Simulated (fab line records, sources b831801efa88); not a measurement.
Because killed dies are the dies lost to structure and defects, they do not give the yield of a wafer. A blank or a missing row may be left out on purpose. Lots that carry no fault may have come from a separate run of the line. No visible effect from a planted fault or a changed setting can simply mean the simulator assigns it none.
What tool caused it?    flow gf180mcu    18 wafers sampled from 6 lots at 1 step of a route of 602

## WHAT THE GAUGES READ, wafer by wafer
GF_V4_BOW_MEAS_05.
lot   measured      on             V4_BOW (um)
L318  day 23 07:44  film-metro-04  128 120 118
L324  day 26 03:42  film-metro-03  130 123 136
L327  day 27 10:50  film-metro-01  117 136 118
L329  day 27 20:31  film-metro-04  141 131 134
L331  day 28 16:04  film-metro-03  146 143 139
L335  day 29 05:13  film-metro-04  146 151 145

## WHAT TOOL EACH LOT RAN ON (gives the tool, then ch and the chambers of the sampled wafers, and finally the start)
No process step before these readings appears in the record.

## THE ANSWER, worked out from the rows above alone
Rule: the lots themselves supply what counts as usual. The widest of any qualifying gaps counts: lots, ordered by their means at a reading, are off when they make up no more than a third of the lots, leave a main group of 4 or more, and stand apart from it by 3 or more times the standard deviation of that group's means. The tables above print the reading to a certain number of digits; a main group whose means all agree to those digits is not used. Also off: a lot with no number at a reading for which 4 or more lots have one. The other lots that the step has rows for count as sound.
Nothing can be told from this: no lot is off at any reading shown.

## WHAT THE SIMULATOR HAD PUT IN
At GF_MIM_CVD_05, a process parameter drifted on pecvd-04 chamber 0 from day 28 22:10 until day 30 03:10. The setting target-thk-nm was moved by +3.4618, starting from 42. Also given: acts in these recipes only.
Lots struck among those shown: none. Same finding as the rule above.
